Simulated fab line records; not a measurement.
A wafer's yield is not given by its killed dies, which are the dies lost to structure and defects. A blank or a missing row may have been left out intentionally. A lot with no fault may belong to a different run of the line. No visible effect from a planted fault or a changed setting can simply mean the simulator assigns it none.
What tool caused it? :: flow sky130 :: Sampling: 6 lots, 18 wafers, 3 of 708 route steps

== WHAT EACH GAUGE READ, for each wafer ==
SKY_LDD_HVP_TW_MEAS_10.
lot: L315
measured: day 21 23:46
on: film metro-03
LDD_HVP_TW: 449 450 450

lot: L317
measured: day 22 15:20
on: film metro-04
LDD_HVP_TW: 449 448 451

lot: L325
measured: day 25 13:55
on: film metro-01
LDD_HVP_TW: 521 521 521

lot: L332
measured: day 28 05:00
on: film metro-01
LDD_HVP_TW: 454 454 455

lot: L335
measured: day 28 20:10
on: film metro-04
LDD_HVP_TW: 452 453 455

lot: L337
measured: day 29 13:55
on: film metro-03
LDD_HVP_TW: 451 447 447

== WHICH TOOL RAN EACH LOT (tool, then ch and the chambers of the sampled wafers, then the start) ==
lot: L315
SKY_SONOS_ONO_STRIP_17: plasma asher-02 ch 0,1, day 13 00:29
SKY_LDD_HVP_IMPLANT_08: implanter-03 ch 0, day 21 23:31

lot: L317
SKY_SONOS_ONO_STRIP_17: plasma asher-04 ch 0,1, day 13 13:40
SKY_LDD_HVP_IMPLANT_08: implanter-04 ch 0, day 22 15:08

lot: L325
SKY_SONOS_ONO_STRIP_17: plasma asher-02 ch 0,1, day 16 04:40
SKY_LDD_HVP_IMPLANT_08: implanter-04 ch 0, day 25 13:42

lot: L332
SKY_SONOS_ONO_STRIP_17: plasma asher-03 ch 0,1, day 19 02:38
SKY_LDD_HVP_IMPLANT_08: implanter-03 ch 0, day 28 04:45

lot: L335
SKY_SONOS_ONO_STRIP_17: plasma asher-02 ch 0,1, day 19 18:17
SKY_LDD_HVP_IMPLANT_08: implanter-03 ch 0, day 28 19:55

lot: L337
SKY_SONOS_ONO_STRIP_17: plasma asher-02 ch 1, day 20 14:26
SKY_LDD_HVP_IMPLANT_08: implanter-04 ch 0, day 29 13:40
- SKY_SONOS_ONO_STRIP_17: strips in O2/N2.
- SKY_LDD_HVP_IMPLANT_08

== THE ANSWER, worked out from the rows above alone ==
Rule: the usual values come from the lots themselves. The widest of any qualifying gaps counts: lots, ordered by their means at a reading, are off when they make up no more than a third of the lots, leave a main group of 4 or more, and stand apart from it by 3 or more times the standard deviation of that group's means. A main group is skipped when, at the precision printed for the reading in the tables above, its means are all equal. A lot without any number at a reading at which 4 lots or more have one is off too. Where the step has rows for the other lots, those lots are counted as sound.
Off: L325, seen at SKY_LDD_HVP_TW_MEAS_10 (LDD_HVP_TW). For the main group the mean is 451 and the standard deviation 2.4.
If a tool, at a process step before that reading, ran all the lots that are off and no sound lot after the first of them, it fits. The gauges at SKY_LDD_HVP_TW_MEAS_10 are tried like those tools. None of those tried fits.

== WHAT THE SIMULATOR HAD PUT IN ==
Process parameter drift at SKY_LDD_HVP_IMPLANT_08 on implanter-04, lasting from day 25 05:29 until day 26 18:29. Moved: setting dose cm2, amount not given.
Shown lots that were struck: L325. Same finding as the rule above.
